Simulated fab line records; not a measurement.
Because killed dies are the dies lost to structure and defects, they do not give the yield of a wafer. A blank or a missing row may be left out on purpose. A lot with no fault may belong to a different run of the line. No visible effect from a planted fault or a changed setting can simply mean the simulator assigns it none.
Matching of chambers ; flow gf180mcu ; 3 sister chambers for GF_V2_CVD_00 on hdpcvd-01
The step deposits SiO2, target thk 600 nm, time 100 s. 18 wafers are shown with their chamber, then 8 later ones without.

EACH WAFER AND ITS CHAMBER
wafer;chamber;pressure mtorr (mTorr);sih4 flow sccm (sccm)
L719.1;1;6.012;59.65
L719.3;2;5.988;60.04
L719.6;2;5.992;60.30
L720.1;0;6.017;59.89
L720.2;2;5.994;59.72
L720.3;1;6.005;59.71
L721.1;1;6.012;59.97
L721.2;0;6.007;60.27
L721.3;2;6.012;60.01
L724.2;0;6.002;60.00
L724.3;2;5.984;59.46
L724.4;0;5.987;59.80
L725.1;1;5.997;59.93
L725.3;2;6.022;60.03
L725.4;2;5.996;59.63
L727.1;0;6.021;59.83
L727.2;1;6.006;60.07
L727.3;2;6.024;59.77

SIGNATURES (means of the wafers above)
reading;chamber 0;chamber 1;chamber 2;scatter within a chamber
pressure mtorr;6.00680;6.00640;6.00150;0.0131
sih4 flow sccm;59.9580;59.8660;59.8700;0.229
Rule: a wafer's distance from a chamber is the root of the sum, over the readings, of the square of ((its reading less the chamber's mean) divided by the reading's scatter). If the next closest chamber is less than 2 further off than the closest, the wafer can't be placed; otherwise it belongs to the closest. How the scatter is found: for the shown wafers, subtract from each reading the mean of its chamber, square and add these, divide the total by (wafers less chambers), then take the root.

WAFERS WHOSE CHAMBER IS MISSING
wafer;pressure mtorr (mTorr);sih4 flow sccm (sccm)
L728.3;6.014;59.67
L728.4;5.973;59.98
L728.6;6.023;60.01
L730.3;6.000;60.05
L730.4;6.019;60.34
L731.3;6.027;59.83
L731.5;5.997;59.90
L732.2;5.995;60.12

CHAMBER TAKEN BY EACH
wafer;from the rows above;in truth
L728.3;can't be placed: 1 or 2 or 0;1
L728.4;can't be placed: 2 or 0 or 1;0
L728.6;can't be placed: 0 or 1 or 2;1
L730.3;can't be placed: 0 or 2 or 1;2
L730.4;can't be placed: 0 or 1 or 2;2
L731.3;can't be placed: 1 or 0 or 2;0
L731.5;can't be placed: 2 or 1 or 0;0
L732.2;can't be placed: 0 or 2 or 1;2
0 of 8 placed correctly. Not placeable from these rows: 8 (in 8, the candidates include the true chamber). Number placed wrongly: 0.
